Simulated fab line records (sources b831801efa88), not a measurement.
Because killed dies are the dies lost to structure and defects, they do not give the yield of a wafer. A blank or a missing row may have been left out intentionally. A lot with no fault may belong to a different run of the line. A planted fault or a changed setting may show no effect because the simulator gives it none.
fab line records	flow gf180mcu
[record] lots = 24	wafers = 72	last_day = 34
route steps=602 shown V2@384 V3@447 M4@470 V4@493
lots that met no fault: from a run of the same line without faults
start_h: hours from the record's first day to the start of the lot's first wafer shown	wait_h: hours since the lot's step before	" as in the row above	L1.1+2: several wafers, shown together as one row	- no value present, or no start provided	* or withheld: withheld	< > ~ a bound
route shown NAME@n: names a module that has steps shown in the file, with the first one's number in the route	usual: mean/standard deviation of fault-free wafers	same: alike in all rows	chamber/n: place in a boat	sites: the reading at each site	_std_site: how widely they spread, as a standard deviation	_edge_site: inner sites' mean taken away from outer sites' mean	radius_mm: for every site, how far away it sits from the centre of the wafer	mask NAME#n: copy n	behind: the last tool/chamber to shape the wafer	hold: why the lot went on hold/how many hours it stayed there/how the hold came to an end	device: whichever transistor did not switch (one of n, p or np)	end of line: tests run on the same wafers once the route is complete	step lacking rows: just its recipe	killed: dies lost to structure and defects at the first sort, not the wafer's yield	map: shows each die of a wafer: x if killed, . if not, _ if none is there
set.NAME: setting as actually run; set.NAME@STEP: the setting as run at that earlier step	model.NAME: the simulator's own value behind a step, which no gauge read
steps of the route over a sample of lots; a table a step, a row a wafer
services: a tool's chamber out of use, with start hour (start_h, from the record's first day; less than 0 if before it), hours out, and reason
[[steps]]
[step GF_V2_CVD_02]
[recipe] material = SiO2	target_thk_nm = 850	precursor = TEOS	temp_c = 400	time_s = 94.851	rf_w = 600
[usual] heater_power_w = 659/99
lot.wafer	tool	chamber	start_h	wait_h	heater_power_w
L074.3	pecvd-03	0	440.29	0.0	806
L074.5	"	0	"	"	669
L074.6	"	2	"	"	551
L075.1	pecvd-04	1	453.48	0.1	610
L075.2	"	2	"	"	661
L075.5	"	1	"	"	659
L076.2	pecvd-01	2	458.33	0.0	795
L076.4	"	2	"	"	846
L076.5	"	1	"	"	473
L077.3	pecvd-01	2	471.58	0.0	739
L077.5	"	0	"	"	576
L077.6	"	1	"	"	605
L078.2	pecvd-01	2	485.67	0.0	779
L078.3	"	1	"	"	545
L078.4	"	1	"	"	590
L079.1	pecvd-03	0	486.70	0.1	801
L079.4	"	0	"	"	832
L079.5	"	2	"	"	536
L080.1	pecvd-04	0	507.61	0.1	679
L080.4	"	2	"	"	815
L080.5	"	0	"	"	540
L081.1	pecvd-03	2	513.20	0.1	635
L081.2	"	1	"	"	686
L081.4	"	0	"	"	810
L082.1	pecvd-04	1	513.95	0.1	704
L082.2	"	2	"	"	808
L082.3	"	0	"	"	595
L084.1	pecvd-03	1	528.22	0.1	748
L084.2	"	0	"	"	722
L084.3	"	2	"	"	660
L083.1	pecvd-01	2	531.95	0.1	781
L083.2	"	0	"	"	617
L083.6	"	0	"	"	501
L085.1	pecvd-04	1	547.57	0.1	673
L085.3	"	2	"	"	830
L085.4	"	0	"	"	533
L086.4	pecvd-01	2	550.77	0.1	804
L086.5	"	1	"	"	544
L086.6	"	0	"	"	498
L087.1	pecvd-01	2	560.11	0.1	760
L087.5	"	1	"	"	587
L087.6	"	0	"	"	582
L088.1	pecvd-04	1	563.61	0.1	613
L088.2	"	2	"	"	663
L088.3	"	0	"	"	582
L089.1	pecvd-01	1	569.94	0.1	577
L089.2	"	2	"	"	757
L089.6	"	1	"	"	459
L090.1	pecvd-03	0	574.60	0.1	781
L090.3	"	2	"	"	549
L090.6	"	2	"	"	621
L091.1	pecvd-04	1	582.70	0.1	703
L091.2	"	2	"	"	794
L091.5	"	0	"	"	598
L092.1	pecvd-01	0	593.43	0.1	621
L092.3	"	1	"	"	481
L092.6	"	2	"	"	657
L093.3	pecvd-01	0	603.29	0.0	590
L093.5	"	0	"	"	623
L093.6	"	2	"	"	807
L094.1	pecvd-04	2	608.60	0.1	675
L094.2	"	0	"	"	563
L094.5	"	1	"	"	685
L095.1	pecvd-04	2	615.40	0.1	763
L095.3	"	0	"	"	565
L095.6	"	1	"	"	686
L096.1	pecvd-04	1	633.85	0.1	625
L096.2	"	2	"	"	774
L096.5	"	2	"	"	824
L097.1	pecvd-03	2	635.36	0.1	663
L097.2	"	1	"	"	619
L097.4	"	2	"	"	693
[step GF_V2_RS_MEAS_24]
[recipe] thk_meas_gauge = four-point-probe	reads = W_of_V2_CVD_23+TiN_of_V2_SPUTTER_22+Ti_of_V2_SPUTTER_21
[usual] V2_W_RS = 0.3288/0.0028
lot.wafer	tool	chamber	start_h	wait_h	V2_W_RS[ohm/sq]
L074.3	film_metro-04	-	465.82	0.1	0.3273
L074.5	"	-	"	"	0.3282
L074.6	"	-	"	"	0.3267
L075.1	film_metro-01	-	479.10	0.1	0.3265
L075.2	"	-	"	"	0.3248
L075.5	"	-	"	"	0.3307
L076.2	film_metro-03	-	484.17	0.1	0.3278
L076.4	"	-	"	"	0.3347
L076.5	"	-	"	"	0.3317
L077.3	film_metro-03	-	497.58	0.1	0.3299
L077.5	"	-	"	"	0.3291
L077.6	"	-	"	"	0.3261
L078.2	film_metro-03	-	510.39	0.1	0.3295
L078.3	"	-	"	"	0.3283
L078.4	"	-	"	"	0.3255
L079.1	film_metro-04	-	512.35	0.1	0.3268
L079.4	"	-	"	"	0.3242
L079.5	"	-	"	"	0.3278
L080.1	film_metro-04	-	532.41	0.1	0.3294
L080.4	"	-	"	"	0.3298
L080.5	"	-	"	"	0.3275
L081.1	film_metro-03	-	538.22	0.1	0.3272
L081.2	"	-	"	"	0.3313
L081.4	"	-	"	"	0.3322
L082.1	film_metro-01	-	538.97	0.1	0.3312
L082.2	"	-	"	"	0.3373
L082.3	"	-	"	"	0.3330
L084.1	film_metro-01	-	551.75	0.1	0.3284
L084.2	"	-	"	"	0.3289
L084.3	"	-	"	"	0.3305
L083.1	film_metro-03	-	556.21	0.1	0.3350
L083.2	"	-	"	"	0.3291
L083.6	"	-	"	"	0.3320
L085.1	film_metro-03	-	571.72	0.1	0.3275
L085.3	"	-	"	"	0.3279
L085.4	"	-	"	"	0.3266
L086.4	film_metro-03	-	574.58	0.1	0.3322
L086.5	"	-	"	"	0.3310
L086.6	"	-	"	"	0.3300
L087.1	film_metro-01	-	583.91	0.1	0.3270
L087.5	"	-	"	"	0.3261
L087.6	"	-	"	"	0.3228
L088.1	film_metro-04	-	588.26	0.1	0.3226
L088.2	"	-	"	"	0.3242
L088.3	"	-	"	"	0.3302
L089.1	film_metro-01	-	593.14	0.1	0.3299
L089.2	"	-	"	"	0.3319
L089.6	"	-	"	"	0.3300
L090.1	film_metro-01	-	597.04	0.1	0.3253
L090.3	"	-	"	"	0.3304
L090.6	"	-	"	"	0.3289
L091.1	film_metro-03	-	604.86	0.1	0.3290
L091.2	"	-	"	"	0.3294
L091.5	"	-	"	"	0.3240
L092.1	film_metro-03	-	616.19	0.1	0.3253
L092.3	"	-	"	"	0.3267
L092.6	"	-	"	"	0.3274
L093.3	film_metro-03	-	626.15	0.1	0.3291
L093.5	"	-	"	"	0.3264
L093.6	"	-	"	"	0.3249
L094.1	film_metro-04	-	631.19	0.1	0.3278
L094.2	"	-	"	"	0.3324
L094.5	"	-	"	"	0.3300
L095.1	film_metro-03	-	637.27	0.2	0.3302
L095.3	"	-	"	"	0.3296
L095.6	"	-	"	"	0.3288
L096.1	film_metro-03	-	655.86	0.1	0.3287
L096.2	"	-	"	"	0.3294
L096.5	"	-	"	"	0.3288
L097.1	film_metro-01	-	656.55	0.1	0.3326
L097.2	"	-	"	"	0.3266
L097.4	"	-	"	"	0.3315
[step GF_V3_STRIP_18]
[recipe] chemistry = O2/N2	power_w = 1400	pressure_mtorr = 1500	platen_temp_c = 250	o2_flow_sccm = 3000	n2_flow_sccm = 300	overash_fraction = 0.5
[usual] chamber_pressure_mTorr = 1500.0/1.3	drypump_motor_current_A = 5.5/0.56	heater_power_w = 322/30	oes_product_au = 0.592/0.0047
lot.wafer	tool	chamber	start_h	wait_h	chamber_pressure_mTorr	drypump_motor_current_A	heater_power_w	oes_product_au	rf_hours_counter_h
L074.3	plasma_asher-01	0	515.83	-	1500.1	5.7	340	0.596	-
L074.5	"	0	"	"	1498.7	5.7	349	0.598	-
L074.6	"	1	"	"	1499.9	5.4	298	0.594	-
L075.1	plasma_asher-03	1	528.47	-	1498.4	5.8	337	0.588	93
L075.2	"	0	"	"	1500.9	4.8	330	0.596	93
L075.5	"	0	"	"	1500.7	4.8	325	0.593	-
L076.2	plasma_asher-03	1	532.51	-	1500.3	5.8	332	0.595	93
L076.4	"	1	"	"	1500.1	5.8	338	0.601	-
L076.5	"	1	"	"	1499.2	5.8	330	0.592	-
L077.3	plasma_asher-02	0	546.10	-	1497.5	6.4	359	0.591	-
L077.5	"	1	"	"	1499.0	4.7	267	0.598	-
L077.6	"	0	"	"	1499.5	6.4	359	0.588	-
L078.2	plasma_asher-02	0	558.10	-	1499.2	6.3	359	0.587	13
L078.3	"	0	"	"	1501.0	6.4	356	0.596	-
L078.4	"	1	"	"	1497.0	4.7	267	0.597	-
L079.1	plasma_asher-03	1	560.71	-	1497.6	5.8	331	0.591	96
L079.4	"	1	"	"	1501.9	5.8	328	0.588	-
L079.5	"	0	"	"	1499.5	4.8	326	0.591	-
L080.1	plasma_asher-03	1	579.05	-	1501.9	5.8	332	0.598	98
L080.4	"	0	"	"	1500.8	4.8	325	0.590	-
L080.5	"	0	"	"	1501.5	4.8	330	0.592	-
L081.1	plasma_asher-01	1	584.42	-	1497.3	5.4	284	0.595	48
L081.2	"	0	"	"	1500.1	5.7	344	0.590	48
L081.4	"	1	"	"	1498.0	5.4	288	0.601	-
L082.1	plasma_asher-01	1	586.31	-	1501.6	5.4	293	0.594	48
L082.2	"	0	"	"	1500.3	5.7	339	0.591	48
L082.3	"	1	"	"	1496.8	5.4	298	0.587	-
L084.1	plasma_asher-03	0	597.30	-	1501.2	4.8	321	0.598	100
L084.2	"	1	"	"	1502.1	5.8	337	0.587	100
L084.3	"	1	"	"	1500.3	5.8	330	0.592	-
L083.1	plasma_asher-02	1	601.61	-	1499.3	4.7	275	0.595	18
L083.2	"	0	"	"	1498.6	6.4	356	0.590	18
L083.6	"	1	"	"	1500.0	4.7	272	0.593	-
L085.1	plasma_asher-02	0	616.22	-	1502.8	6.3	364	0.595	19
L085.3	"	0	"	"	1500.5	6.3	354	0.595	-
L085.4	"	1	"	"	1499.8	4.7	271	0.596	-
L086.4	plasma_asher-03	0	619.60	-	1501.0	4.8	323	0.584	-
L086.5	"	0	"	"	1500.2	4.8	330	0.595	-
L086.6	"	1	"	"	1500.1	5.8	342	0.595	-
L087.1	plasma_asher-03	0	628.97	-	1500.2	4.8	333	0.597	104
L087.5	"	0	"	"	1498.0	4.8	326	0.596	-
L087.6	"	1	"	"	1499.8	5.8	337	0.585	-
L088.1	plasma_asher-01	0	632.67	-	1499.3	5.7	355	0.585	53
L088.2	"	1	"	"	1499.0	5.4	295	0.594	53
L088.3	"	1	"	"	1499.4	5.4	292	0.597	-
L089.1	plasma_asher-02	1	637.25	-	1500.8	4.7	272	0.597	20
L089.2	"	0	"	"	1500.9	6.4	353	0.597	20
L089.6	"	0	"	"	1498.6	6.4	364	0.595	-
L090.1	plasma_asher-03	0	640.90	-	1497.6	4.8	334	0.586	105
L090.3	"	0	"	"	1500.5	4.8	331	0.591	-
L090.6	"	0	"	"	1500.3	4.8	337	0.588	-
L091.1	plasma_asher-01	1	648.90	-	1499.7	5.4	293	0.593	55
L091.2	"	0	"	"	1501.2	5.7	349	0.591	55
L091.5	"	0	"	"	1499.3	5.7	351	0.592	-
L092.1	plasma_asher-02	1	659.15	-	1501.6	4.7	276	0.587	22
L092.3	"	0	"	"	1500.7	6.4	358	0.588	-
L092.6	"	1	"	"	1498.7	4.7	265	0.595	-
L093.3	plasma_asher-01	1	668.33	-	1500.0	5.4	292	0.588	-
L093.5	"	0	"	"	1500.3	5.7	345	0.593	-
L093.6	"	1	"	"	1499.4	5.4	300	0.588	-
L094.1	plasma_asher-01	1	673.37	-	1500.0	5.4	295	0.586	57
L094.2	"	0	"	"	1501.6	5.7	356	0.593	57
L094.5	"	1	"	"	1499.2	5.4	295	0.583	-
L095.1	plasma_asher-02	0	678.21	-	1500.0	6.4	358	0.594	24
L095.3	"	0	"	"	1499.9	6.4	351	0.590	-
L095.6	"	0	"	"	1497.0	6.4	353	0.589	-
L096.1	plasma_asher-01	0	696.71	-	1499.2	5.7	358	0.593	60
L096.2	"	1	"	"	1500.5	5.4	297	0.601	60
L096.5	"	0	"	"	1498.9	5.7	353	0.600	-
L097.1	plasma_asher-01	0	697.41	-	1498.5	5.7	354	0.595	60
L097.2	"	1	"	"	1496.3	5.4	292	0.600	60
L097.4	"	0	"	"	1502.2	5.7	346	0.597	-
[step GF_M4_CD_MEAS_14]
[recipe] target_cd_nm = 280
[usual] cd_nm = 280.7/1.2
lot.wafer	tool	chamber	start_h	wait_h	cd_nm
L074.3	cd_sem-02	-	539.95	0.1	279.8
L074.5	"	-	"	"	278.9
L074.6	"	-	"	"	279.2
L075.1	cd_sem-01	-	552.27	0.1	282.5
L075.2	"	-	"	"	282.8
L075.5	"	-	"	"	283.4
L076.2	cd_sem-02	-	556.74	0.1	281.9
L076.4	"	-	"	"	280.9
L076.5	"	-	"	"	279.7
L077.3	cd_sem-02	-	569.96	0.1	280.6
L077.5	"	-	"	"	280.5
L077.6	"	-	"	"	281.9
L078.2	cd_sem-01	-	581.44	0.1	280.0
L078.3	"	-	"	"	280.8
L078.4	"	-	"	"	280.0
L079.1	cd_sem-02	-	583.86	0.1	279.7
L079.4	"	-	"	"	280.6
L079.5	"	-	"	"	279.8
L080.1	cd_sem-02	-	601.67	0.1	279.1
L080.4	"	-	"	"	279.8
L080.5	"	-	"	"	280.3
L081.1	cd_sem-01	-	607.31	0.1	282.5
L081.2	"	-	"	"	283.5
L081.4	"	-	"	"	282.5
L082.1	cd_sem-01	-	609.27	0.1	280.5
L082.2	"	-	"	"	280.7
L082.3	"	-	"	"	279.9
L084.1	cd_sem-01	-	620.11	0.1	277.7
L084.2	"	-	"	"	278.4
L084.3	"	-	"	"	278.7
L083.1	cd_sem-01	-	624.22	0.1	281.5
L083.2	"	-	"	"	282.0
L083.6	"	-	"	"	281.9
L085.1	cd_sem-02	-	638.02	0.1	279.3
L085.3	"	-	"	"	281.8
L085.4	"	-	"	"	281.3
L086.4	cd_sem-02	-	641.48	0.1	281.3
L086.5	"	-	"	"	280.6
L086.6	"	-	"	"	281.9
L087.1	cd_sem-02	-	650.92	0.1	279.7
L087.5	"	-	"	"	279.9
L087.6	"	-	"	"	279.6
L088.1	cd_sem-02	-	653.86	0.1	282.8
L088.2	"	-	"	"	281.8
L088.3	"	-	"	"	283.5
L089.1	cd_sem-01	-	658.52	0.1	280.7
L089.2	"	-	"	"	280.6
L089.6	"	-	"	"	281.6
L090.1	cd_sem-01	-	661.77	0.1	279.5
L090.3	"	-	"	"	279.6
L090.6	"	-	"	"	280.2
L091.1	cd_sem-01	-	669.57	0.1	281.2
L091.2	"	-	"	"	281.5
L091.5	"	-	"	"	281.2
L092.1	cd_sem-01	-	680.32	0.1	280.5
L092.3	"	-	"	"	281.8
L092.6	"	-	"	"	280.6
L093.3	cd_sem-02	-	688.41	0.1	280.5
L093.5	"	-	"	"	280.2
L093.6	"	-	"	"	280.1
L094.1	cd_sem-01	-	694.01	0.1	280.5
L094.2	"	-	"	"	280.2
L094.5	"	-	"	"	281.2
L095.1	cd_sem-02	-	698.47	0.1	281.1
L095.3	"	-	"	"	280.9
L095.6	"	-	"	"	278.5
L096.1	cd_sem-01	-	715.42	0.1	278.7
L096.2	"	-	"	"	280.0
L096.5	"	-	"	"	279.6
L097.1	cd_sem-01	-	717.42	0.1	279.7
L097.2	"	-	"	"	280.7
L097.4	"	-	"	"	280.7
[step GF_M4_OVL_MEAS_15]
[usual] M4_OVL = 3/5.1
lot.wafer	tool	chamber	start_h	wait_h	M4_OVL[nm]
L074.3	overlay-02	-	540.04	0.1	3
L074.5	"	-	"	"	1
L074.6	"	-	"	"	3
L075.1	overlay-01	-	552.39	0.1	5
L075.2	"	-	"	"	10
L075.5	"	-	"	"	2
L076.2	overlay-02	-	556.85	0.1	5
L076.4	"	-	"	"	3
L076.5	"	-	"	"	4
L077.3	overlay-02	-	570.05	0.1	9
L077.5	"	-	"	"	13
L077.6	"	-	"	"	7
L078.2	overlay-01	-	581.54	0.1	1
L078.3	"	-	"	"	-2
L078.4	"	-	"	"	-5
L079.1	overlay-01	-	583.98	0.1	-2
L079.4	"	-	"	"	-1
L079.5	"	-	"	"	5
L080.1	overlay-02	-	601.79	0.1	2
L080.4	"	-	"	"	-4
L080.5	"	-	"	"	-5
L081.1	overlay-02	-	607.43	0.1	6
L081.2	"	-	"	"	12
L081.4	"	-	"	"	15
L082.1	overlay-01	-	609.39	0.1	9
L082.2	"	-	"	"	-1
L082.3	"	-	"	"	8
L084.1	overlay-01	-	620.23	0.1	5
L084.2	"	-	"	"	1
L084.3	"	-	"	"	5
L083.1	overlay-01	-	624.34	0.1	-1
L083.2	"	-	"	"	0
L083.6	"	-	"	"	0
L085.1	overlay-01	-	638.14	0.1	11
L085.3	"	-	"	"	5
L085.4	"	-	"	"	3
L086.4	overlay-01	-	641.56	0.1	6
L086.5	"	-	"	"	8
L086.6	"	-	"	"	7
L087.1	overlay-01	-	651.04	0.1	1
L087.5	"	-	"	"	-5
L087.6	"	-	"	"	3
L088.1	overlay-01	-	653.98	0.1	10
L088.2	"	-	"	"	9
L088.3	"	-	"	"	8
L089.1	overlay-01	-	658.64	0.1	7
L089.2	"	-	"	"	-4
L089.6	"	-	"	"	1
L090.1	overlay-01	-	661.89	0.1	4
L090.3	"	-	"	"	2
L090.6	"	-	"	"	6
L091.1	overlay-02	-	669.69	0.1	9
L091.2	"	-	"	"	-1
L091.5	"	-	"	"	2
L092.1	overlay-01	-	680.44	0.1	6
L092.3	"	-	"	"	5
L092.6	"	-	"	"	5
L093.3	overlay-01	-	688.50	0.1	-1
L093.5	"	-	"	"	-2
L093.6	"	-	"	"	-1
L094.1	overlay-01	-	694.13	0.1	10
L094.2	"	-	"	"	12
L094.5	"	-	"	"	9
L095.1	overlay-01	-	698.59	0.1	-5
L095.3	"	-	"	"	8
L095.6	"	-	"	"	4
L096.1	overlay-01	-	715.54	0.1	9
L096.2	"	-	"	"	-5
L096.5	"	-	"	"	4
L097.1	overlay-01	-	717.54	0.1	5
L097.2	"	-	"	"	7
L097.4	"	-	"	"	7
[step GF_V4_ETCH_17]
[recipe] chemistry = C4F8/O2/Ar	mask_material = KrF	target = SiO2	stop_on = TiN	source_w = 1500	bias_w = 1200	pressure_mtorr = 40	c4f8_flow_sccm = withheld	O2_flow_sccm = 6	Ar_flow_sccm = 300	time_s = withheld	target_depth_a = 6300
[usual] chamber_pressure_mTorr = 40.00/0.037	oes_product_au = 0.857/0.0044
lot.wafer	tool	chamber	start_h	wait_h	chamber_pressure_mTorr	oes_product_au
L074.3	rie_diel-03	1	-	-	40.03	0.856
L074.5	"	2	"	"	40.04	0.854
L074.6	"	1	"	"	39.98	0.855
L075.1	rie_diel-03	3	-	-	39.99	0.861
L075.2	"	2	"	"	39.99	0.864
L075.5	"	3	"	"	40.01	0.861
L076.2	rie_diel-03	0	-	-	40.00	0.863
L076.4	"	3	"	"	40.04	0.848
L076.5	"	0	"	"	39.93	0.851
L077.3	rie_diel-03	3	-	-	40.03	0.856
L077.5	"	0	"	"	39.99	0.854
L077.6	"	2	"	"	39.95	0.861
L078.2	rie_diel-01	3	-	-	40.00	0.856
L078.3	"	2	"	"	40.00	0.855
L078.4	"	1	"	"	40.14	0.863
L079.1	rie_diel-03	3	-	-	40.01	0.859
L079.4	"	0	"	"	39.98	0.852
L079.5	"	1	"	"	40.00	0.845
L080.1	rie_diel-03	0	-	-	40.00	0.857
L080.4	"	1	"	"	40.04	0.860
L080.5	"	3	"	"	39.89	0.858
L081.1	rie_diel-03	1	-	-	39.97	0.854
L081.2	"	3	"	"	39.98	0.857
L081.4	"	0	"	"	40.06	0.864
L082.1	rie_diel-03	3	-	-	40.01	0.849
L082.2	"	1	"	"	40.02	0.854
L082.3	"	2	"	"	40.02	0.859
L084.1	rie_diel-03	3	-	-	39.96	0.858
L084.2	"	0	"	"	40.02	0.857
L084.3	"	1	"	"	39.99	0.856
L083.1	rie_diel-01	2	-	-	40.03	0.871
L083.2	"	0	"	"	40.03	0.866
L083.6	"	3	"	"	40.03	0.858
L085.1	rie_diel-01	2	-	-	40.00	0.847
L085.3	"	1	"	"	39.98	0.848
L085.4	"	3	"	"	40.00	0.860
L086.4	rie_diel-03	3	-	-	40.03	0.854
L086.5	"	0	"	"	40.06	0.856
L086.6	"	1	"	"	40.05	0.855
L087.1	rie_diel-01	0	-	-	40.02	0.865
L087.5	"	0	"	"	39.95	0.859
L087.6	"	1	"	"	39.97	0.850
L088.1	rie_diel-02	2	-	-	39.95	0.862
L088.2	"	3	"	"	40.04	0.858
L088.3	"	0	"	"	40.07	0.849
L089.1	rie_diel-02	1	-	-	40.00	0.858
L089.2	"	3	"	"	39.97	0.862
L089.6	"	3	"	"	40.03	0.863
L090.1	rie_diel-01	0	-	-	39.95	0.857
L090.3	"	1	"	"	39.99	0.853
L090.6	"	2	"	"	39.98	0.858
L091.1	rie_diel-03	3	-	-	39.96	0.856
L091.2	"	0	"	"	39.98	0.860
L091.5	"	1	"	"	40.07	0.853
L092.1	rie_diel-02	0	-	-	40.02	0.860
L092.3	"	2	"	"	40.01	0.858
L092.6	"	3	"	"	39.99	0.856
L093.3	rie_diel-02	3	-	-	39.98	0.852
L093.5	"	3	"	"	39.96	0.855
L093.6	"	0	"	"	40.01	0.854
L094.1	rie_diel-02	0	-	-	40.03	0.859
L094.2	"	1	"	"	40.05	0.853
L094.5	"	3	"	"	40.04	0.852
L095.1	rie_diel-01	2	-	-	40.00	0.857
L095.3	"	3	"	"	40.00	0.856
L095.6	"	1	"	"	40.01	0.856
L096.1	rie_diel-02	1	-	-	40.01	0.858
L096.2	"	0	"	"	39.96	0.858
L096.5	"	1	"	"	39.96	0.854
L097.1	rie_diel-01	3	-	-	40.04	0.853
L097.2	"	2	"	"	40.02	0.855
L097.4	"	0	"	"	39.99	0.862
[[services]]
tool	chamber	start_h	hours	kind
plasma_asher-02	-	421.25	9.0	pm
pecvd-03	-	428.45	1.1	repair
pecvd-04	-	444.93	2.8	pm
pecvd-03	2	446.50	2.3	repair
pecvd-04	0	458.32	5.2	repair
plasma_asher-03	-	461.27	3.1	repair
rie_diel-01	2	488.43	12.7	repair
plasma_asher-03	-	490.37	1.7	repair
pecvd-01	-	494.22	5.5	pm
rie_diel-01	0	495.07	10.8	repair
pecvd-04	-	505.04	0.7	repair
plasma_asher-03	-	505.22	4.9	repair
plasma_asher-03	-	507.62	1.7	repair
rie_diel-03	0	514.56	21.5	repair
pecvd-01	-	518.06	2.8	pm
plasma_asher-03	-	608.35	2.8	pm
plasma_asher-02	-	619.74	15.6	pm
rie_diel-03	2	631.65	68.9	repair
pecvd-04	2	638.46	3.5	repair
pecvd-01	-	658.22	1.4	repair
pecvd-01	-	702.03	6.1	repair
pecvd-01	-	726.31	1.1	repair
plasma_asher-03	-	733.75	9.0	pm
pecvd-01	-	735.13	6.0	pm
[[key]]
fault none
